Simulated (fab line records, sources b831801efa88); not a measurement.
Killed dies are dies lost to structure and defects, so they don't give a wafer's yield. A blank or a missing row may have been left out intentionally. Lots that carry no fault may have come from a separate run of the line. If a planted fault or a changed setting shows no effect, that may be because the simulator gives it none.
Which tool did it? :: flow gf180mcu :: Sampling: 11 lots, 33 wafers, 5 of 602 route steps

== WHAT EACH GAUGE READ, for each wafer ==
GF_PSD_RS_MEAS_14: uses a four-point probe to measure.
lot: L777
measured: day 14 05:34
on: film metro-02
NSD_RS (ohm/sq): 46.14 46.16 46.05

lot: L778
measured: day 14 14:13
on: film metro-02
NSD_RS (ohm/sq): 46.20 46.16 46.11

lot: L779
measured: day 15 00:21
on: film metro-04
NSD_RS (ohm/sq): 46.09 46.10 46.08

lot: L782
measured: day 16 00:21
on: film metro-04
NSD_RS (ohm/sq): 46.09 46.18 46.22

lot: L784
measured: day 16 16:47
on: film metro-02
NSD_RS (ohm/sq): 46.26 46.10 46.21

lot: L787
measured: day 17 13:08
on: film metro-04
NSD_RS (ohm/sq): 46.13 46.18 46.03

lot: L794
measured: day 20 09:57
on: film metro-01
NSD_RS (ohm/sq): 46.05 43.89 43.69

lot: L795
measured: day 20 14:46
on: film metro-01
NSD_RS (ohm/sq): 46.18 43.95 46.00

lot: L796
measured: day 21 00:00
on: film metro-04
NSD_RS (ohm/sq): 46.12 46.12 46.24

lot: L797
measured: day 21 02:21
on: film metro-02
NSD_RS (ohm/sq): 46.05 46.10 46.06

lot: L800
measured: day 22 06:49
on: film metro-02
NSD_RS (ohm/sq): 46.16 46.24 46.26

GF_PSD_RS_MEAS_15: uses a four-point probe to measure.
lot: L777
measured: day 14 05:41
on: film metro-02
PSD_RS (ohm/sq): 108.2 108.6 108.2

lot: L778
measured: day 14 14:20
on: film metro-02
PSD_RS (ohm/sq): 108.7 108.8 109.1

lot: L779
measured: day 15 00:28
on: film metro-04
PSD_RS (ohm/sq): 108.3 108.2 108.3

lot: L782
measured: day 16 00:28
on: film metro-04
PSD_RS (ohm/sq): 108.6 108.8 108.8

lot: L784
measured: day 16 16:55
on: film metro-02
PSD_RS (ohm/sq): 108.6 108.8 108.6

lot: L787
measured: day 17 13:15
on: film metro-04
PSD_RS (ohm/sq): 108.7 108.3 108.4

lot: L794
measured: day 20 10:04
on: film metro-01
PSD_RS (ohm/sq): 108.3 103.5 103.4

lot: L795
measured: day 20 14:53
on: film metro-01
PSD_RS (ohm/sq): 108.5 104.2 108.7

lot: L796
measured: day 21 00:07
on: film metro-04
PSD_RS (ohm/sq): 109.0 109.1 108.7

lot: L797
measured: day 21 02:28
on: film metro-02
PSD_RS (ohm/sq): 108.4 108.5 108.3

lot: L800
measured: day 22 06:56
on: film metro-02
PSD_RS (ohm/sq): 108.6 108.6 108.9

GF_SAB_OVL_MEAS_10.
lot: L777
measured: day 15 03:38
on: overlay-01
SAB_OVL (nm): -0.3 -0.2 0.3

lot: L778
measured: day 15 11:17
on: overlay-01
SAB_OVL (nm): 0.1 0.2 1.5

lot: L779
measured: day 15 22:17
on: overlay-02
SAB_OVL (nm): -0.7 -1.1 -1.3

lot: L782
measured: day 16 22:37
on: overlay-01
SAB_OVL (nm): 1.3 0.4 -0.9

lot: L784
measured: day 17 15:19
on: overlay-02
SAB_OVL (nm): 2.7 2.5 1.0

lot: L787
measured: day 18 12:55
on: overlay-01
SAB_OVL (nm): -0.7 -0.9 -0.3

lot: L794
measured: day 21 10:25
on: overlay-02
SAB_OVL (nm): 0.7 1.1 -1.6

lot: L795
measured: day 21 14:37
on: overlay-02
SAB_OVL (nm): 2.6 0.1 -0.5

lot: L796
measured: day 21 23:01
on: overlay-02
SAB_OVL (nm): -0.7 -0.7 -0.4

lot: L797
measured: day 22 02:16
on: overlay-02
SAB_OVL (nm): -0.9 -0.1 -1.0

lot: L800
measured: day 23 05:53
on: overlay-02
SAB_OVL (nm): 0.7 -0.7 0.4

== TOOL THAT RAN EACH LOT (tool first, then ch and the chambers of the sampled wafers, then the start) ==
lot: L777
GF_HV_LDD_STRIP_49: plasma asher-01 ch 0,1, day 12 09:13
GF_PSD_RTA_13: rtp anneal-02 ch 0, day 14 05:29

lot: L778
GF_HV_LDD_STRIP_49: plasma asher-02 ch 0,1, day 12 16:49
GF_PSD_RTA_13: rtp anneal-02 ch 0, day 14 14:07

lot: L779
GF_HV_LDD_STRIP_49: plasma asher-02 ch 0,1, day 13 02:25
GF_PSD_RTA_13: rtp anneal-01 ch 0, day 15 00:16

lot: L782
GF_HV_LDD_STRIP_49: plasma asher-01 ch 0,1, day 14 01:52
GF_PSD_RTA_13: rtp anneal-01 ch 0, day 16 00:16

lot: L784
GF_HV_LDD_STRIP_49: plasma asher-02 ch 0,1, day 14 17:17
GF_PSD_RTA_13: rtp anneal-01 ch 0, day 16 16:42

lot: L787
GF_HV_LDD_STRIP_49: plasma asher-01 ch 0,1, day 15 12:43
GF_PSD_RTA_13: rtp anneal-02 ch 0, day 17 13:02

lot: L794
GF_HV_LDD_STRIP_49: plasma asher-02 ch 0,1, day 18 04:46
GF_PSD_RTA_13: rtp anneal-01 ch 0, day 20 09:52

lot: L795
GF_HV_LDD_STRIP_49: plasma asher-04 ch 0,1, day 18 10:26
GF_PSD_RTA_13: rtp anneal-01 ch 0, day 20 14:40

lot: L796
GF_HV_LDD_STRIP_49: plasma asher-01 ch 0,1, day 18 20:48
GF_PSD_RTA_13: rtp anneal-02 ch 0, day 20 23:55

lot: L797
GF_HV_LDD_STRIP_49: plasma asher-01 ch 0,1, day 18 22:18
GF_PSD_RTA_13: rtp anneal-02 ch 0, day 21 02:16

lot: L800
GF_HV_LDD_STRIP_49: plasma asher-02 ch 0,1, day 20 04:15
GF_PSD_RTA_13: rtp anneal-02 ch 0, day 22 06:44
- GF_HV_LDD_STRIP_49: strips in O2/N2.
- GF_PSD_RTA_13: time 20 s.

== AS READ BY THE TOOLS THEMSELVES (means over the sampled wafers that have a number; for cases with no such wafer, the mark the record gives instead) ==
GF_HV_LDD_STRIP_49.
lot: L777
tool: plasma asher-01
chamber pressure mTorr (mTorr): 1499.2
drypump motor current A (A): 5.9
heater power w (W): 296
oes product au (a.u.): 0.718
strip time to endpoint s (s): 12.57

lot: L778
tool: plasma asher-02
chamber pressure mTorr (mTorr): 1500.4
drypump motor current A (A): 5.6
heater power w (W): 339
oes product au (a.u.): 0.714
strip time to endpoint s (s): 12.64

lot: L779
tool: plasma asher-02
chamber pressure mTorr (mTorr): 1499.1
drypump motor current A (A): 5.6
heater power w (W): 339
oes product au (a.u.): 0.716
strip time to endpoint s (s): 12.66

lot: L782
tool: plasma asher-01
chamber pressure mTorr (mTorr): 1500.9
drypump motor current A (A): 5.9
heater power w (W): 298
oes product au (a.u.): 0.719
strip time to endpoint s (s): 12.61

lot: L784
tool: plasma asher-02
chamber pressure mTorr (mTorr): 1499.5
drypump motor current A (A): 5.6
heater power w (W): 340
oes product au (a.u.): 0.717
strip time to endpoint s (s): 12.64

lot: L787
tool: plasma asher-01
chamber pressure mTorr (mTorr): 1499.1
drypump motor current A (A): 5.9
heater power w (W): 320
oes product au (a.u.): 0.717
strip time to endpoint s (s): 12.64

lot: L794
tool: plasma asher-02
chamber pressure mTorr (mTorr): 1501.2
drypump motor current A (A): 5.6
heater power w (W): 343
oes product au (a.u.): 0.711
strip time to endpoint s (s): 12.61

lot: L795
tool: plasma asher-04
chamber pressure mTorr (mTorr): 1501.3
drypump motor current A (A): 5.8
heater power w (W): 323
oes product au (a.u.): 0.716
strip time to endpoint s (s): 12.65

lot: L796
tool: plasma asher-01
chamber pressure mTorr (mTorr): 1500.6
drypump motor current A (A): 5.9
heater power w (W): 300
oes product au (a.u.): 0.715
strip time to endpoint s (s): 12.63

lot: L797
tool: plasma asher-01
chamber pressure mTorr (mTorr): 1500.5
drypump motor current A (A): 5.9
heater power w (W): 317
oes product au (a.u.): 0.717
strip time to endpoint s (s): 12.62

lot: L800
tool: plasma asher-02
chamber pressure mTorr (mTorr): 1497.8
drypump motor current A (A): 5.6
heater power w (W): 345
oes product au (a.u.): 0.713
strip time to endpoint s (s): 12.64

GF_PSD_RTA_13.
lot: L777
tool: rtp anneal-02
lamp power pct (%): 32.5
run length s (s): 48.77
wafer_temp_C_max: 1028.6

lot: L778
tool: rtp anneal-02
lamp power pct (%): 32.4
run length s (s): 48.82
wafer_temp_C_max: 1028.7

lot: L779
tool: rtp anneal-01
lamp power pct (%): 37.1
run length s (s): 48.26
wafer_temp_C_max: 1027.8

lot: L782
tool: rtp anneal-01
lamp power pct (%): 37.1
run length s (s): 48.20
wafer_temp_C_max: 1028.1

lot: L784
tool: rtp anneal-01
lamp power pct (%): 37.1
run length s (s): 48.24
wafer_temp_C_max: 1028.3

lot: L787
tool: rtp anneal-02
lamp power pct (%): 32.4
run length s (s): 48.85
wafer_temp_C_max: 1028.7

lot: L794
tool: rtp anneal-01
lamp power pct (%): 37.1
run length s (s): 55.44
wafer_temp_C_max: 1029.3

lot: L795
tool: rtp anneal-01
lamp power pct (%): 37.2
run length s (s): 52.07
wafer_temp_C_max: 1027.7

lot: L796
tool: rtp anneal-02
lamp power pct (%): 32.4
run length s (s): 48.75
wafer_temp_C_max: 1029.2

lot: L797
tool: rtp anneal-02
lamp power pct (%): 32.4
run length s (s): 48.72
wafer_temp_C_max: 1028.5

lot: L800
tool: rtp anneal-02
lamp power pct (%): 32.4
run length s (s): 48.63
wafer_temp_C_max: 1028.8

== THE ANSWER, worked out from the rows above alone ==
Rule: what is usual is taken from the lots themselves. The widest of any qualifying gaps counts: lots, ordered by their means at a reading, are off when they make up no more than a third of the lots, leave a main group of 4 or more, and stand apart from it by 3 or more times the standard deviation of that group's means. If all means in a main group match to the digits the tables above print for the reading, that group is not used. A lot without any number at a reading at which 4 lots or more have one is off too. Where the step has rows for the other lots, those lots are counted as sound. First the gauges in route order, then the tools' own readings, where a lot's mean is used as printed above. At the first step where some lot is off, the reading lying furthest off is the one used; lots without a number count as furthest.
Off: L794, L795, seen at GF_PSD_RS_MEAS_14 (NSD_RS). The main group has a mean of 46.14 ohm/sq with a standard deviation of 0.046.
If a tool, at a process step before that reading, ran all the lots that are off and no sound lot after the first of them, it fits. Not tried: the gauges at GF_PSD_RS_MEAS_14; whatever is off there is also off at GF_PSD_RTA_13, on other tools, and gauge error can't account for it. One fits: GF_PSD_RTA_13 on rtp anneal-01. Its last sound lot is L784 (day 16 16:42), its first lot that is off L794 (day 20 09:52): a fault that began between those two fits.
The tool's own readings at GF_PSD_RTA_13 bear it out: on the lots that are off they differ by more than 5 times the standard deviation of the sound lots' means. run length s reads 53.75 s there against 48.58 s on the sound lots.

== WHAT THE SIMULATOR HAD PUT IN ==
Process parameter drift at GF_PSD_RTA_13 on rtp anneal-01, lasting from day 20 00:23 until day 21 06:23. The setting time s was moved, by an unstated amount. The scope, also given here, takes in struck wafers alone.
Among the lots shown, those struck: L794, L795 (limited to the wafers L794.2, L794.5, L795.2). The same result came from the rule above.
